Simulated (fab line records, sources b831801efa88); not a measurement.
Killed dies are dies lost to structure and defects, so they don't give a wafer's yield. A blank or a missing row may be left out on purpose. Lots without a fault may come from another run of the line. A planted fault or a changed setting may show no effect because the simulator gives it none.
Which tool did it? | flow sfq_line | 7 lots, 21 wafers sampled, at 2 steps of a route of 325

WHAT THE GAUGES READ, wafer by wafer
SFQ_M0_RS_MEAS_904: measures by four-point-probe.
lot  | measured     | on            | M0_NB_RS (ohm/sq)
L962 | day 5 10:26  | film_metro-04 | 0.882 0.897 0.896
L964 | day 5 20:17  | film_metro-04 | 0.881 0.879 0.874
L969 | day 7 05:15  | film_metro-01 | 0.892 0.911 0.912
L973 | day 8 02:47  | film_metro-03 | 1.651 1.628 1.559
L979 | day 9 20:25  | film_metro-03 | 0.894 0.886 0.888
L981 | day 10 07:14 | film_metro-01 | 0.881 0.875 0.859
L984 | day 11 01:27 | film_metro-04 | 0.891 0.895 0.896

WHICH TOOL RAN EACH LOT (tool, then ch and the chambers of the sampled wafers, then the start)
lot  | SFQ_TRILAYER_M0_DEP_SPUTTER_019
L962 | pvd_sputter-05, day 5 10:21
L964 | pvd_sputter-04, day 5 20:11
L969 | pvd_sputter-05, day 7 05:07
L973 | pvd_sputter-05, day 8 02:42
L979 | pvd_sputter-04, day 9 20:20
L981 | pvd_sputter-03, day 10 07:08
L984 | pvd_sputter-04, day 11 01:16
- SFQ_TRILAYER_M0_DEP_SPUTTER_019: material Nb, target thk 200 nm, time 133.3 s.

THE ANSWER, worked out from the rows above alone
Rule: what is usual is taken from the lots themselves. Put in order of their means at a reading, lots are off if they are a third of the lots or fewer, leave a main group of 4 or more, and stand apart from it by a gap of 3 or more times the standard deviation of the main group's means; of several such gaps the widest counts. A main group whose means are all the same, to the digits that the tables above print for the reading, isn't used. A lot without any number at a reading at which 4 lots or more have one is off too. The other lots that the step has rows for count as sound.
Off: L973, at SFQ_M0_RS_MEAS_904 (M0_NB_RS). The main group: mean 0.888 ohm/sq, standard deviation 0.011.
A tool fits if, at a process step before that reading, it ran every lot that is off, and no sound lot after the first of them. The gauges at SFQ_M0_RS_MEAS_904 are tried like those tools. One fits: pvd_sputter-05 at SFQ_TRILAYER_M0_DEP_SPUTTER_019. Its last sound lot is L969 (day 7 05:07), its first lot that is off L973 (day 8 02:42): a fault that began between those two fits.

WHAT THE SIMULATOR HAD PUT IN
Process parameter drift: pvd_sputter-05, from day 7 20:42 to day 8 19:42, at SFQ_TRILAYER_M0_DEP_SPUTTER_019. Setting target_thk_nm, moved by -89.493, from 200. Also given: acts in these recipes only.
Lots struck among those shown: L973. The rule above found the same.
